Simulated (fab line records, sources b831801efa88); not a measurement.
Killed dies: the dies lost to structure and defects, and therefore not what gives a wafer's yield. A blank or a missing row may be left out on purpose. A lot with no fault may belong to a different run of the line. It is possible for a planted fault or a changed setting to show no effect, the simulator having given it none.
Comparing a struck lot with a sound one | flow sky130 | 16 out of 708 route steps
Sound: these wafers, L403.2, L403.4, L403.5. Wafers L418.1, L418.3, L418.5 were the ones struck. The cause is given at the end.
Order at every step that has rows: each side's tool, ch and its chambers, its first start. Under that, the readings that differ: sound wafers | struck wafers | difference of the means | sigmas: that difference in standard deviations of wafers without a fault.
alike: same words and numbers on both sides, and readings whose means sit less than 2 such deviations apart. not compared: any withheld reading, any reading some wafer has no value for, any bound like >300 that may hide the same value, and any number with overlapping values for which the record gives no deviation.
Wherever a step has rows on one side only, a row that says differs or no value, or a row with sigmas, the two part there. Numbers that have no deviation but don't overlap get no sigmas and don't part them. A reading that every wafer of one side lacks parts them only if that side has two wafers or more.

first, 2 steps without rows for these wafers: SKY_VT_ADJUST_PCH_PEB_05; SKY_VT_ADJUST_PCH_DEVELOP_06 (develop time 60 s).
SKY_VT_ADJUST_PCH_OVL_MEAS_07:
  sound on overlay-02, day 12 02:26; struck on overlay-01, day 16 16:18
  alike: VT_ADJUST_PCH_OVL
then, 1 step without rows for these wafers: SKY_VT_ADJUST_PCH_IMPLANT_08.
SKY_VT_ADJUST_PCH_STRIP_09: strips in O2/N2.
  sound on plasma asher-03 ch 0,1, day 12 02:37; struck on plasma asher-03 ch 0, day 16 16:29
  alike: drypump motor current A, n2 flow sccm, oes product au, strip time to endpoint s
  not compared: rf hours counter h
SKY_VT_ADJUST_PCH_TW_MEAS_10:
  sound on film metro-03, day 12 02:43; struck on film metro-04, day 16 16:35
  reading          | sound             | struck            | difference | sigmas
  VT_ADJUST_PCH_TW | 144.3 145.0 144.7 | 142.1 142.6 142.2 | -2.4       | -2
then, 6 steps without rows for these wafers: SKY_SONOS_TUNNEL_DEHYDRATE_00 (time 60 s); SKY_SONOS_TUNNEL_HMDS_01 (prime time 60 s); SKY_SONOS_TUNNEL_COAT_02 (resist thk 1140 nm); SKY_SONOS_TUNNEL_SOFTBAKE_03 (time 60 s); SKY_SONOS_TUNNEL_EXPOSE_04 (exposes mask TUNM, target cd 410 nm); SKY_SONOS_TUNNEL_PEB_05.
SKY_SONOS_TUNNEL_DEVELOP_06: develop time 60 s.
  sound on litho track-04 ch 0, day 13 02:54; struck on litho track-04 ch 0, day 17 21:47
  reading              | sound             | struck            | difference | sigmas
  developer temp C (C) | 23.09 23.17 23.09 | 20.72 20.77 20.72 | -2.38      | -20
  alike: resist line temp C
SKY_SONOS_TUNNEL_CD_MEAS_07: the cd target is 410 nm.
  sound on cd sem-02, day 13 03:03; struck on cd sem-01, day 17 21:56
  reading    | sound             | struck            | difference | sigmas
  cd nm (nm) | 407.0 406.6 406.1 | 413.6 415.4 415.6 | +8.3       | +3
SKY_SONOS_TUNNEL_OVL_MEAS_08:
  sound on overlay-01, day 13 03:09; struck on overlay-01, day 17 22:03
  alike: SONOS_TUNNEL_OVL
-- the record jumps here: 33 days lie between the struck wafers' starts before and after (it left off in module SONOS_TUNNEL and takes up again in module PAD_OPEN, whose first step shown is number 708 of the route) --
SKY_PAD_OPEN_PROBE_99:
  sound on prober-01, day 47 09:37; struck on prober-01, day 50 20:47
  alike: killed_at_M0_to_M3, killed_at_M4_up, killed at contacts, killed at front end, killed at other, killed dies, killed open, killed short

WHERE THEY PART
At SKY_VT_ADJUST_PCH_TW_MEAS_10 first; at SKY_SONOS_TUNNEL_CD_MEAS_07 last (within this record only). Later steps at which nothing parts them and some readings are alike: SKY_SONOS_TUNNEL_OVL_MEAS_08, SKY_PAD_OPEN_PROBE_99.

WHY: the cause the simulator had injected
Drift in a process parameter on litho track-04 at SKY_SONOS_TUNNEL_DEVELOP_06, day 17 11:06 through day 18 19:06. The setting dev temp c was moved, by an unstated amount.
